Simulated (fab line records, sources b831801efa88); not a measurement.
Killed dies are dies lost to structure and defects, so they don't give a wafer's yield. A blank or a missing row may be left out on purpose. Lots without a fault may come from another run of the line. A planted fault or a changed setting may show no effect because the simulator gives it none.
One fault seen from 2 desks | flow gf180mcu | each desk has only its own numbers; what lay behind them comes last

THE TOOL OWNER'S DESK: implanter-03
The tool's own readings at GF_NWELL_IMPLANT_09: means of the sampled wafers that have a number, for each lot that ran on this tool. A lot is out of limits, marked OUT, if its mean lies more than 4 standard deviations from the usual mean; the brackets give that distance.
Columns: A = beam_energy_keV at GF_NWELL_IMPLANT_09, usual 159.99; B = beam_on_s at GF_NWELL_IMPLANT_09, usual 10.00 s
lot  | first seen here | A                        | B
L601 | day 3 20:39     | 160.01                   | 9.97
L604 | day 4 10:41     | 159.97                   | 10.08
L611 | day 6 01:15     | 160.00                   | 10.08
L612 | day 6 06:56     | 159.94                   | 10.13
L613 | day 6 12:13     | 169.74 (+99 or more) OUT | 10.24
L614 | day 6 20:16     | 169.74 (+99 or more) OUT | 9.88
L615 | day 7 02:49     | 169.72 (+99 or more) OUT | 9.86
This desk's finding: out of limits on L613, L614, L615; first on L613, day 6 12:13 (beam_energy_keV at GF_NWELL_IMPLANT_09). In limits: L601, L604, L611, L612.

THE METROLOGY DESK
What the gauges read, lot by lot, whatever tool the lot ran on: means of the sampled wafers that have a number. A lot is out of limits, marked OUT, if its mean lies more than 4 standard deviations from the usual mean; the brackets give that distance.
Columns: A = STI_CVD_03_THK at GF_STI_THK_MEAS_04, usual 207.4 nm; B = MVSD_OVL at GF_MVSD_OVL_MEAS_07, usual 0.0 nm
lot  | first seen here | A     | B
L600 | day 1 18:34     | 208.4 | 0.3
L601 | day 1 23:35     | 206.8 | 0.2
L604 | day 2 16:00     | 207.1 | -1.5
L605 | day 2 20:02     | 207.5 | -0.1
L606 | day 3 01:58     | 205.4 | -0.6
L608 | day 3 10:59     | 205.9 | 0.8
L609 | day 3 16:53     | 206.4 | 0.3
L610 | day 3 20:35     | 209.8 | -0.1
L611 | day 4 02:29     | 209.9 | 0.2
L612 | day 4 06:35     | 207.3 | 2.1
L613 | day 4 11:35     | 206.4 | -0.8
L614 | day 4 16:52     | 207.4 | 1.8
L615 | day 4 21:34     | 208.6 | 0.4
L619 | day 5 20:23     | 209.7 | -1.3
This desk's finding: nothing out of limits on any of the 14 lots.

PUT TOGETHER
The tool owner's desk could have raised an alarm at day 6 12:13, on L613, L614, L615.
The metrology desk saw nothing out of limits.
The metrology desk has L613, L614, L615 on record, within its limits.
Of the lots named, all ran GF_NWELL_IMPLANT_09 on implanter-03.

WHAT THE SIMULATOR HAD PUT IN
Process parameter drift: implanter-03, from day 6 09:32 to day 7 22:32, at GF_NWELL_IMPLANT_09. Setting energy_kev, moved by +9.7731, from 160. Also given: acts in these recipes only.
Lots struck among those shown: L613, L614, L615.
Hours from the fault's start to each desk's first reading out of limits: the tool owner's desk, 3.
